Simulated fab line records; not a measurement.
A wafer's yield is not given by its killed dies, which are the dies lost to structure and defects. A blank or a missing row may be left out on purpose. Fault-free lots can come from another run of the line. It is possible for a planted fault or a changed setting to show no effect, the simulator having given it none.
Chamber matching -- flow gf180mcu -- GF_V1_CMP_04 on cmp-02 has 4 sister chambers
The step polishes SiO2. 4 wafers are shown with their chamber, then 9 later ones without.

== EACH WAFER AND ITS CHAMBER ==
wafer,chamber,motorCurrentA (A)
L162.1,3,14.0
L163.5,2,13.2
L172.5,1,13.1
L172.6,0,13.9

== WAFERS WITHOUT THEIR CHAMBER ==
wafer,motorCurrentA (A)
L174.1,13.3
L174.2,14.0
L174.6,13.1
L175.2,14.2
L175.3,14.3
L175.4,13.5
L176.3,14.8
L176.4,12.6
L176.5,14.1

== WHICH CHAMBER EACH ONE RAN IN ==
wafer,from the rows above,in truth
L174.1,can't be placed: 2 or 1 or 0 or 3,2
L174.2,can't be placed: 3 or 0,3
L174.6,can't be placed: 1 or 2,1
L175.2,can't be placed: 3 or 0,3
L175.3,can't be placed: 3 or 0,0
L175.4,can't be placed: 2 or 0 or 1 or 3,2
L176.3,can't be placed: 3 or 0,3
L176.4,can't be placed: 1 or 2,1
L176.5,can't be placed: 3 or 0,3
0 of 9 placed correctly. These rows do not allow placing 9 (true chamber among the candidates in 9). Number placed wrongly: 0.
How it was worked out, from the rows above alone: a wafer's distance from a chamber is the root of the sum, over the readings, of the square of ((its reading less the chamber's mean) divided by the reading's scatter). If the next closest chamber is less than 2 further off than the closest, the wafer can't be placed; otherwise it belongs to the closest. Each chamber's mean is taken over the wafers shown for it. The scatter: root of mean squared gap, hidden wafer to nearest shown wafer, with one shown wafer a chamber.
